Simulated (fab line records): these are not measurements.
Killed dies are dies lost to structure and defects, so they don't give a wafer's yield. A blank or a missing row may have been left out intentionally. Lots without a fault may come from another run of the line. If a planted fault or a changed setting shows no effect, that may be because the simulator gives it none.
A lot that was struck, set against a sound lot | flow sky130 | 16 out of 708 route steps
Sound: wafers L753.1, L753.5, L753.6. Wafers struck: L766.1, L766.5, L766.6. The cause comes at the end.
For every step that has rows: the tool of each side, followed by ch and its chambers, followed by its first start. Under that, the readings that differ: sound wafers | struck wafers | difference of the means | sigmas: that difference in standard deviations of wafers without a fault.
alike: readings with means less than 2 such deviations apart, plus words and numbers identical on both sides. not compared: withheld readings, readings lacking a value on some wafer, bounds such as >300 that could conceal the same value, and numbers that have no deviation in the record and whose values overlap.
The two part at a step that has a row with sigmas, a row that says differs or no value, or rows on one side only. Numbers that have no deviation but don't overlap get no sigmas and don't part them. Lack of a reading on every wafer of one side parts them only where that side has two or more wafers.

first, 1 step without rows for these wafers: SKY_VT_ADJUST_NCORE_IMPLANT_09.
SKY_VT_ADJUST_NCORE_STRIP_10: strips in O2/N2.
  sound on plasma asher-01 ch 0,1, day 8 23:50; struck on plasma asher-01 ch 0,1, day 12 17:23
  alike: drypump motor current A, oes product au, strip time to endpoint s
  not compared: rf hours counter h
SKY_VT_ADJUST_NCORE_TW_MEAS_11:
  sound on film metro-02, day 8 23:56; struck on film metro-02, day 12 17:29
  alike: VT_ADJUST_NCORE_TW
then, 7 steps without rows for these wafers: SKY_VT_ADJUST_HVTR_DEHYDRATE_00 (time 60 s); SKY_VT_ADJUST_HVTR_HMDS_01 (prime time 60 s); SKY_VT_ADJUST_HVTR_COAT_02 (resist thk 1151 nm); SKY_VT_ADJUST_HVTR_SOFTBAKE_03 (time 60 s); SKY_VT_ADJUST_HVTR_EXPOSE_04 (exposes mask HVTRM, target cd 380 nm); SKY_VT_ADJUST_HVTR_PEB_05; SKY_VT_ADJUST_HVTR_DEVELOP_06 (develop time 60 s).
SKY_VT_ADJUST_HVTR_CD_MEAS_07 targets a cd of 380 nm.
  sound on cd sem-02, day 9 20:11; struck on cd sem-02, day 13 19:05
  alike: cd nm
SKY_VT_ADJUST_HVTR_OVL_MEAS_08:
  sound on overlay-01, day 9 20:18; struck on overlay-02, day 13 19:12
  alike: VT_ADJUST_HVTR_OVL
SKY_VT_ADJUST_HVTR_IMPLANT_09:
  sound on implanter-01 ch 0, day 9 20:20; struck on implanter-04 ch 0, day 13 19:14
  reading            | sound                            | struck                           | difference  | sigmas
  dose ions cm2      | 2.1041e+12 2.1025e+12 2.0973e+12 | 1.4447e+12 1.4444e+12 1.4456e+12 | -6.5640e+11 | -99 or more
  faraday current uA | 11.98 11.63 12.02                | 8.25 8.18 8.05                   | -3.72       | -15
  alike: beam on s, end station pressure torr
SKY_VT_ADJUST_HVTR_STRIP_10: strips in O2/N2.
  sound on plasma asher-01 ch 0,1, day 9 20:29; struck on plasma asher-03 ch 0,1, day 13 19:23
  alike: drypump motor current A, oes product au, strip time to endpoint s
  not compared: rf hours counter h
SKY_VT_ADJUST_HVTR_TW_MEAS_11:
  sound on film metro-04, day 9 20:35; struck on film metro-04, day 13 19:43
  reading           | sound       | struck      | difference | sigmas
  VT_ADJUST_HVTR_TW | 215 214 214 | 192 192 192 | -22        | -7
  not compared: hold
-- here the record skips 36 days between the struck wafers' starts before and after, leaving off in module VT_ADJUST_HVTR and picking up in module PAD_OPEN (first step shown: number 708 of the route) --
SKY_PAD_OPEN_PROBE_99:
  sound on prober-01, day 46 12:13; struck on prober-02, day 49 21:28
  reading                                  | sound                   | struck                  | difference | sigmas
  killed_at_M4_up                          | 6 6 8                   | 1 2 5                   | -4         | -2
  model.etest.pfet_01v8_mvt.drive ua um    | 149.1 148.2 147.1       | 141 141.2 140.1         | -7         |
  model.etest.pfet_01v8_mvt.off log10 a um | -11.09 -11.11 -11.2     | -11.33 -11.5 -11.52     | -0.32      |
  model.etest.pfet_01v8_mvt.vt sat v (V)   | -0.5938 -0.5984 -0.5918 | -0.633 -0.6328 -0.6378  | -0.040     |
  model.etest.pfet_01v8_mvt.vt v (V)       | -0.6813 -0.6842 -0.6765 | -0.7069 -0.7085 -0.7129 | -0.0288    |
  model.etest.pfet_01v8_mvt.vt long v (V)  | -0.8901 -0.8962 -0.8895 | -0.9099 -0.9066 -0.9139 | -0.0182    |
  alike: killed_at_M0_to_M3, killed at contacts, killed at front end, killed at other, killed dies, killed open, killed short

== WHERE THEY PART ==
Earliest at SKY_VT_ADJUST_HVTR_IMPLANT_09; latest, in this record, at SKY_PAD_OPEN_PROBE_99.

WHY: what had been put in by the simulator
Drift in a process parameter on implanter-04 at SKY_VT_ADJUST_HVTR_IMPLANT_09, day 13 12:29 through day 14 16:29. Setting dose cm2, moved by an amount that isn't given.
